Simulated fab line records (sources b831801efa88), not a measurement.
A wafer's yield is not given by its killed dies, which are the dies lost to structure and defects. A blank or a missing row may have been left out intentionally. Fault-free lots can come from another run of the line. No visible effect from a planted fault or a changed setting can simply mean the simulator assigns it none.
A struck lot beside a sound one	flow sky130	15 steps out of a route of 708
Sound: these wafers, L379.1, L379.4, L379.6. Struck: wafer L382.4 (L382.1, L382.6, from the same lot, were not struck and are left out); the cause is given at the end.
At each step with rows: each side's tool, then ch and its chambers, then its first start. Under that, the readings that differ: sound wafers	struck wafers	difference of the means	sigmas: that difference in standard deviations of wafers without a fault.
alike: a reading whose means differ by less than 2 such deviations, as well as words and numbers matching on both sides. not compared: withheld readings; readings where some wafer has no value; bounds like >300 that might hide an equal value; numbers whose values overlap and for which the record gives no deviation.
The two part at a step that has a row with sigmas, a row that says differs or no value, or rows on one side only. Non-overlapping numbers with no deviation appear without sigmas and do not part them. Lack of a reading on every wafer of one side parts them only where that side has two or more wafers.

SKY_VIA3_STRIP_16: strips in O2/N2.
  sound on plasma_asher-02 ch 0,1, day 41 16:42; struck on plasma_asher-04 ch 1, day 42 09:36
reading	sound	struck	difference	sigmas
drypump_motor_current_A (A)	6.24 6.24 5.97	5.63	-0.52	-2
  alike: oes_product_au, strip_time_to_endpoint_s
  not compared: rf_hours_counter_h
then, 3 steps without rows for these wafers: SKY_VIA3_STRIP_17 (strips in post etch residue remover, time 1200 s); SKY_VIA3_CLEAN_18 (cleans in IPA, time 180 s); SKY_VIA3_CLEAN_19 (cleans in O3/DIW).
SKY_VIA3_SPUTTER_20: material TiN, target thk 20 nm, time 80 s.
  struck on pvd_sputter-01, day 42 10:11; sound on pvd_sputter-02, day 41 17:17
  alike: throttle_valve_pct
then, 1 step without rows for these wafers: SKY_VIA3_CVD_21 (deposits W, target thk 390 nm, time 117.31 s).
SKY_VIA3_RS_MEAS_22: measurement is done with a four-point probe.
  struck on film_metro-03, day 42 10:23; sound on film_metro-03, day 41 17:28
  alike: VIA3_W_RS
SKY_VIA3_THK_MEAS_23: measures by xrf.
  struck on film_metro-03, day 42 10:30; sound on film_metro-03, day 41 17:35
  alike: VIA3_W_THK
SKY_VIA3_CMP_24: polishes, stops on SiO2, t overpolish 20 s, target thk 0 nm.
  sound on cmp-01 ch 0,2,3, day 41 17:42; struck on cmp-01 ch 0, day 42 10:34
  alike: motor_current_A, overpolish_run_s, time_to_endpoint_s
SKY_METAL4_SPUTTER_00: material Ti, target thk 15 nm, time 10 s.
  struck on pvd_sputter-01, day 42 10:52; sound on pvd_sputter-01, day 41 17:57
  alike: throttle_valve_pct
then, 2 steps without rows for these wafers: SKY_METAL4_SPUTTER_01 (material TiN, target thk 20 nm, time 16.7 s); SKY_METAL4_SPUTTER_02 (material AlCu, target thk 735 nm, time 39.1 s).
SKY_METAL4_SPUTTER_03: material Ti, target thk 5 nm, time 3.3 s.
  struck on pvd_sputter-01, day 42 10:58; sound on pvd_sputter-01, day 41 18:02
reading	sound	struck	difference	sigmas
model.Ti_of_METAL4_SPUTTER_03.thk_nm (nm)	5.069 5.041 5.047	1.553	-3.499	
  alike: throttle_valve_pct
SKY_METAL4_SPUTTER_04: material TiN, target thk 70 nm, time 58.3 s.
  struck on pvd_sputter-01, day 42 10:59; sound on pvd_sputter-01, day 41 18:04
  alike: throttle_valve_pct
-- the record jumps here: 6 days lie between the struck wafers' starts before and after (it left off in module METAL4 and takes up again in module PAD_OPEN, whose first step shown is number 708 of the route) --
SKY_PAD_OPEN_PROBE_99:
  struck on prober-02, day 48 01:50; sound on prober-01, day 47 13:23
reading	sound	struck	difference	sigmas
killed_at_M0_to_M3	40 41 43	60	+19	+3
killed_open	41 41 58	61	+14	+2
  alike: defect_limited_yield, killed_at_M4_up, killed_at_contacts, killed_at_front_end, killed_at_other, killed_dies, killed_short, sort_bin_3_pad_short, sort_bin_5_function, sort_bin_6_memory, sort_n_pass, sort_yield_pct

## WHERE THEY PART
Last at SKY_PAD_OPEN_PROBE_99 as far as this record goes, first at SKY_VIA3_STRIP_16.

WHY: the cause the simulator had injected
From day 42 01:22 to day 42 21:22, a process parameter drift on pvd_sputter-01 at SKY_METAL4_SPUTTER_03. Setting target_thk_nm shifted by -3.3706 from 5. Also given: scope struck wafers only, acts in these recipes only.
